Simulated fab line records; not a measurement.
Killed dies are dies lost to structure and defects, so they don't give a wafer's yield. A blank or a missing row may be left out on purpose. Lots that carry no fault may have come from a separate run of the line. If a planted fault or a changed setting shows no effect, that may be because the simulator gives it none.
The tool behind it: which one? || flow sky130 || Sampling: 12 lots, 36 wafers, 6 of 708 route steps

== WHAT THE GAUGES SHOWED, per wafer ==
SKY_NWELL_OVL_MEAS_10. Usual: NWELL_00_OVL -1.0 nm, standard deviation 1.5.
{"lot": "L904", "measured": "day 5 05:08", "on": "overlay-01", "NWELL_00_OVL (nm)": "-1.6 -1.2 0.5", "flag": ""}
{"lot": "L905", "measured": "day 5 11:05", "on": "overlay-01", "NWELL_00_OVL (nm)": "-0.6 -0.7 -1.7", "flag": ""}
{"lot": "L906", "measured": "day 5 16:51", "on": "overlay-01", "NWELL_00_OVL (nm)": "-1.9 -1.0 -0.4", "flag": ""}
{"lot": "L907", "measured": "day 5 23:34", "on": "overlay-02", "NWELL_00_OVL (nm)": "- - -", "flag": "OFF"}
{"lot": "L908", "measured": "day 6 09:26", "on": "overlay-02", "NWELL_00_OVL (nm)": "-0.6 -1.0 -1.4", "flag": ""}
{"lot": "L909", "measured": "day 6 12:17", "on": "overlay-01", "NWELL_00_OVL (nm)": "-2.3 -3.4 -2.2", "flag": ""}
{"lot": "L916", "measured": "day 8 04:20", "on": "overlay-01", "NWELL_00_OVL (nm)": "-0.3 0.1 -0.4", "flag": ""}
{"lot": "L918", "measured": "day 8 15:58", "on": "overlay-01", "NWELL_00_OVL (nm)": "-0.3 2.2 1.9", "flag": ""}
{"lot": "L921", "measured": "day 9 10:59", "on": "overlay-01", "NWELL_00_OVL (nm)": "-0.8 -1.1 -2.1", "flag": ""}
{"lot": "L922", "measured": "day 9 16:38", "on": "overlay-01", "NWELL_00_OVL (nm)": "-1.8 -2.5 -2.4", "flag": ""}
{"lot": "L923", "measured": "day 10 05:14", "on": "overlay-01", "NWELL_00_OVL (nm)": "-1.9 -2.7 -1.0", "flag": ""}
{"lot": "L924", "measured": "day 10 04:51", "on": "overlay-01", "NWELL_00_OVL (nm)": "0.0 -0.2 2.5", "flag": ""}

SKY_NWELL_TW_MEAS_15. Usual: NWELL_TW 1844, standard deviation 19.
{"lot": "L904", "measured": "day 5 05:44", "on": "film_metro-04", "NWELL_TW": "1870 1866 1867", "flag": ""}
{"lot": "L905", "measured": "day 5 11:40", "on": "film_metro-04", "NWELL_TW": "1865 1869 1857", "flag": ""}
{"lot": "L906", "measured": "day 5 20:23", "on": "film_metro-04", "NWELL_TW": "1869 1866 1871", "flag": ""}
{"lot": "L907", "measured": "day 6 00:10", "on": "film_metro-04", "NWELL_TW": "31 31 31 31 31 31", "flag": "OFF"}
{"lot": "L908", "measured": "day 6 10:02", "on": "film_metro-02", "NWELL_TW": "1828 1827 1833", "flag": ""}
{"lot": "L909", "measured": "day 6 12:53", "on": "film_metro-04", "NWELL_TW": "1878 1873 1876", "flag": ""}
{"lot": "L916", "measured": "day 8 04:55", "on": "film_metro-01", "NWELL_TW": "1837 1847 1831", "flag": ""}
{"lot": "L918", "measured": "day 8 16:34", "on": "film_metro-01", "NWELL_TW": "1837 1827 1834", "flag": ""}
{"lot": "L921", "measured": "day 9 11:35", "on": "film_metro-02", "NWELL_TW": "1826 1823 1820", "flag": ""}
{"lot": "L922", "measured": "day 9 17:13", "on": "film_metro-01", "NWELL_TW": "1840 1836 1840", "flag": ""}
{"lot": "L923", "measured": "day 10 06:00", "on": "film_metro-02", "NWELL_TW": "1823 1812 1822", "flag": ""}
{"lot": "L924", "measured": "day 10 05:34", "on": "film_metro-01", "NWELL_TW": "1810 1835 1825", "flag": ""}

SKY_SONOS_ONO_THK_MEAS_01. Usual: SONOS_ONO_OXIDATION_THK 2.59 nm, standard deviation 0.055.
{"lot": "L904", "measured": "day 12 06:43", "on": "film_metro-01", "SONOS_ONO_OXIDATION_THK (nm)": "2.62 2.57 2.60", "flag": ""}
{"lot": "L905", "measured": "day 12 16:16", "on": "film_metro-03", "SONOS_ONO_OXIDATION_THK (nm)": "2.54 2.56 2.65", "flag": ""}
{"lot": "L906", "measured": "day 13 06:47", "on": "film_metro-03", "SONOS_ONO_OXIDATION_THK (nm)": "2.48 2.62 2.58", "flag": ""}
{"lot": "L908", "measured": "day 13 22:41", "on": "film_metro-01", "SONOS_ONO_OXIDATION_THK (nm)": "2.64 2.64 2.64", "flag": ""}
{"lot": "L909", "measured": "day 14 04:04", "on": "film_metro-01", "SONOS_ONO_OXIDATION_THK (nm)": "2.57 2.57 2.65", "flag": ""}
{"lot": "L916", "measured": "day 16 12:49", "on": "film_metro-03", "SONOS_ONO_OXIDATION_THK (nm)": "2.61 2.63 2.59", "flag": ""}
{"lot": "L918", "measured": "day 17 04:17", "on": "film_metro-01", "SONOS_ONO_OXIDATION_THK (nm)": "2.69 2.66 2.58", "flag": ""}
{"lot": "L921", "measured": "day 18 06:04", "on": "film_metro-03", "SONOS_ONO_OXIDATION_THK (nm)": "2.56 2.55 2.57", "flag": ""}
{"lot": "L922", "measured": "day 18 13:07", "on": "film_metro-03", "SONOS_ONO_OXIDATION_THK (nm)": "2.58 2.60 2.56", "flag": ""}
{"lot": "L923", "measured": "day 19 09:58", "on": "film_metro-01", "SONOS_ONO_OXIDATION_THK (nm)": "2.46 2.49 2.49", "flag": ""}
{"lot": "L924", "measured": "day 19 07:01", "on": "film_metro-03", "SONOS_ONO_OXIDATION_THK (nm)": "2.55 2.61 2.69", "flag": ""}

SKY_SONOS_ONO_THK_MEAS_03. Usual: SONOS_ONO_CVD_02_THK 10.46 nm, standard deviation 0.14.
{"lot": "L904", "measured": "day 12 08:58", "on": "film_metro-03", "SONOS_ONO_CVD_02_THK (nm)": "10.51 10.34 10.44", "flag": ""}
{"lot": "L905", "measured": "day 12 17:23", "on": "film_metro-03", "SONOS_ONO_CVD_02_THK (nm)": "10.53 10.24 10.43", "flag": ""}
{"lot": "L906", "measured": "day 13 08:20", "on": "film_metro-02", "SONOS_ONO_CVD_02_THK (nm)": "10.45 10.40 10.29", "flag": ""}
{"lot": "L908", "measured": "day 14 00:27", "on": "film_metro-02", "SONOS_ONO_CVD_02_THK (nm)": "10.62 10.61 10.55", "flag": ""}
{"lot": "L909", "measured": "day 14 05:10", "on": "film_metro-01", "SONOS_ONO_CVD_02_THK (nm)": "10.34 10.33 10.45", "flag": ""}
{"lot": "L916", "measured": "day 16 14:29", "on": "film_metro-01", "SONOS_ONO_CVD_02_THK (nm)": "10.56 10.48 10.45", "flag": ""}
{"lot": "L918", "measured": "day 17 05:50", "on": "film_metro-03", "SONOS_ONO_CVD_02_THK (nm)": "10.74 10.62 10.69", "flag": ""}
{"lot": "L921", "measured": "day 18 07:56", "on": "film_metro-03", "SONOS_ONO_CVD_02_THK (nm)": "10.13 10.20 10.29", "flag": ""}
{"lot": "L922", "measured": "day 18 16:07", "on": "film_metro-03", "SONOS_ONO_CVD_02_THK (nm)": "10.34 10.39 10.44", "flag": ""}
{"lot": "L923", "measured": "day 19 11:05", "on": "film_metro-03", "SONOS_ONO_CVD_02_THK (nm)": "10.50 10.48 10.47", "flag": ""}
{"lot": "L924", "measured": "day 19 08:07", "on": "film_metro-01", "SONOS_ONO_CVD_02_THK (nm)": "10.48 10.45 10.24", "flag": ""}

== WHAT TOOL EACH LOT RAN ON (gives the tool, then ch and the chambers of the sampled wafers, and finally the start) ==
{"lot": "L904", "SKY_FIELD_ISO_STRIP_16": "plasma_asher-02 ch 0,1, day 2 20:07", "SKY_NWELL_EXPOSE_07": "iline_stepper-02 ch 0, day 4 20:52"}
{"lot": "L905", "SKY_FIELD_ISO_STRIP_16": "plasma_asher-02 ch 0,1, day 3 03:19", "SKY_NWELL_EXPOSE_07": "iline_stepper-02 ch 0, day 5 02:25"}
{"lot": "L906", "SKY_FIELD_ISO_STRIP_16": "plasma_asher-03 ch 0,1, day 3 08:22", "SKY_NWELL_EXPOSE_07": "iline_stepper-02 ch 0, day 5 08:23"}
{"lot": "L907", "SKY_FIELD_ISO_STRIP_16": "plasma_asher-02 ch 0,1, day 3 12:50", "SKY_NWELL_EXPOSE_07": "iline_stepper-02 ch 0, day 5 14:55"}
{"lot": "L908", "SKY_FIELD_ISO_STRIP_16": "plasma_asher-03 ch 0,1, day 3 18:58", "SKY_NWELL_EXPOSE_07": "iline_stepper-02 ch 0, day 6 00:25"}
{"lot": "L909", "SKY_FIELD_ISO_STRIP_16": "plasma_asher-03 ch 0,1, day 3 22:53", "SKY_NWELL_EXPOSE_07": "iline_stepper-02 ch 0, day 6 02:50"}
{"lot": "L916", "SKY_FIELD_ISO_STRIP_16": "plasma_asher-03 ch 0,1, day 5 11:40", "SKY_NWELL_EXPOSE_07": "iline_stepper-02 ch 0, day 7 18:22"}
{"lot": "L918", "SKY_FIELD_ISO_STRIP_16": "plasma_asher-01 ch 0,1, day 5 20:56", "SKY_NWELL_EXPOSE_07": "iline_stepper-01 ch 0, day 8 05:42"}
{"lot": "L921", "SKY_FIELD_ISO_STRIP_16": "plasma_asher-02 ch 0,1, day 6 15:05", "SKY_NWELL_EXPOSE_07": "iline_stepper-02 ch 0, day 9 00:24"}
{"lot": "L922", "SKY_FIELD_ISO_STRIP_16": "plasma_asher-02 ch 0,1, day 6 20:10", "SKY_NWELL_EXPOSE_07": "iline_stepper-02 ch 0, day 9 06:04"}
{"lot": "L923", "SKY_FIELD_ISO_STRIP_16": "plasma_asher-01 ch 0,1, day 7 01:16", "SKY_NWELL_EXPOSE_07": "iline_stepper-02 ch 0, day 9 18:03"}
{"lot": "L924", "SKY_FIELD_ISO_STRIP_16": "plasma_asher-01 ch 0,1, day 7 03:55", "SKY_NWELL_EXPOSE_07": "iline_stepper-01 ch 0, day 9 17:25"}
- SKY_FIELD_ISO_STRIP_16: strips in O2/N2.
- SKY_NWELL_EXPOSE_07: exposes mask NWM, target cd 840 nm.

== AS READ BY THE TOOLS THEMSELVES (means over the sampled wafers that have a number; for cases with no such wafer, the mark the record gives instead) ==
SKY_FIELD_ISO_STRIP_16. Usual: drypump_motor_current_A 5.9 A, standard deviation 0.41; oes_product_au 0.375 a.u., standard deviation 0.0047; strip_time_to_endpoint_s 3.497 s, standard deviation 0.026.
{"lot": "L904", "tool": "plasma_asher-02", "drypump_motor_current_A (A)": 5.5, "oes_product_au (a.u.)": 0.373, "strip_time_to_endpoint_s (s)": 3.495, "flag": ""}
{"lot": "L905", "tool": "plasma_asher-02", "drypump_motor_current_A (A)": 5.8, "oes_product_au (a.u.)": 0.371, "strip_time_to_endpoint_s (s)": 3.508, "flag": ""}
{"lot": "L906", "tool": "plasma_asher-03", "drypump_motor_current_A (A)": 5.7, "oes_product_au (a.u.)": 0.373, "strip_time_to_endpoint_s (s)": 3.486, "flag": ""}
{"lot": "L907", "tool": "plasma_asher-02", "drypump_motor_current_A (A)": 5.8, "oes_product_au (a.u.)": 0.372, "strip_time_to_endpoint_s (s)": 3.487, "flag": ""}
{"lot": "L908", "tool": "plasma_asher-03", "drypump_motor_current_A (A)": 5.7, "oes_product_au (a.u.)": 0.378, "strip_time_to_endpoint_s (s)": 3.488, "flag": ""}
{"lot": "L909", "tool": "plasma_asher-03", "drypump_motor_current_A (A)": 5.7, "oes_product_au (a.u.)": 0.376, "strip_time_to_endpoint_s (s)": 3.525, "flag": ""}
{"lot": "L916", "tool": "plasma_asher-03", "drypump_motor_current_A (A)": 5.7, "oes_product_au (a.u.)": 0.379, "strip_time_to_endpoint_s (s)": 3.511, "flag": ""}
{"lot": "L918", "tool": "plasma_asher-01", "drypump_motor_current_A (A)": 6.3, "oes_product_au (a.u.)": 0.372, "strip_time_to_endpoint_s (s)": 3.503, "flag": ""}
{"lot": "L921", "tool": "plasma_asher-02", "drypump_motor_current_A (A)": 5.8, "oes_product_au (a.u.)": 0.372, "strip_time_to_endpoint_s (s)": 3.465, "flag": ""}
{"lot": "L922", "tool": "plasma_asher-02", "drypump_motor_current_A (A)": 5.8, "oes_product_au (a.u.)": 0.379, "strip_time_to_endpoint_s (s)": 3.465, "flag": ""}
{"lot": "L923", "tool": "plasma_asher-01", "drypump_motor_current_A (A)": 6.2, "oes_product_au (a.u.)": 0.377, "strip_time_to_endpoint_s (s)": 3.472, "flag": ""}
{"lot": "L924", "tool": "plasma_asher-01", "drypump_motor_current_A (A)": 6.2, "oes_product_au (a.u.)": 0.373, "strip_time_to_endpoint_s (s)": 3.475, "flag": ""}

== THE ANSWER, worked out from the rows above alone ==
Rule: a lot counts as off when the mean over its wafers that have a number is more than 3 standard deviations away from the usual mean. Also off: a lot with no number at a reading for which 4 or more lots have one. Where the step has rows for the other lots, those lots are counted as sound. Order of review: gauges by route order, followed by the tools' own readings, for which a lot's mean as printed above is used. The first step at which some lot is off is used, and at that step the reading that is off furthest; a lot without a number counts as furthest.
Off: L907, seen at SKY_NWELL_OVL_MEAS_10 (NWELL_00_OVL). Without a number there: L907.
A tool fits if, at a process step before that reading, it ran every lot that is off, and no sound lot after the first of them. The gauges at SKY_NWELL_OVL_MEAS_10 aren't tried: what is off there is off at SKY_NWELL_TW_MEAS_15 too, on other tools, and a gauge's error can't cause that. Of those tried, none fits.

== WHAT HAD BEEN PUT IN BY THE SIMULATOR ==
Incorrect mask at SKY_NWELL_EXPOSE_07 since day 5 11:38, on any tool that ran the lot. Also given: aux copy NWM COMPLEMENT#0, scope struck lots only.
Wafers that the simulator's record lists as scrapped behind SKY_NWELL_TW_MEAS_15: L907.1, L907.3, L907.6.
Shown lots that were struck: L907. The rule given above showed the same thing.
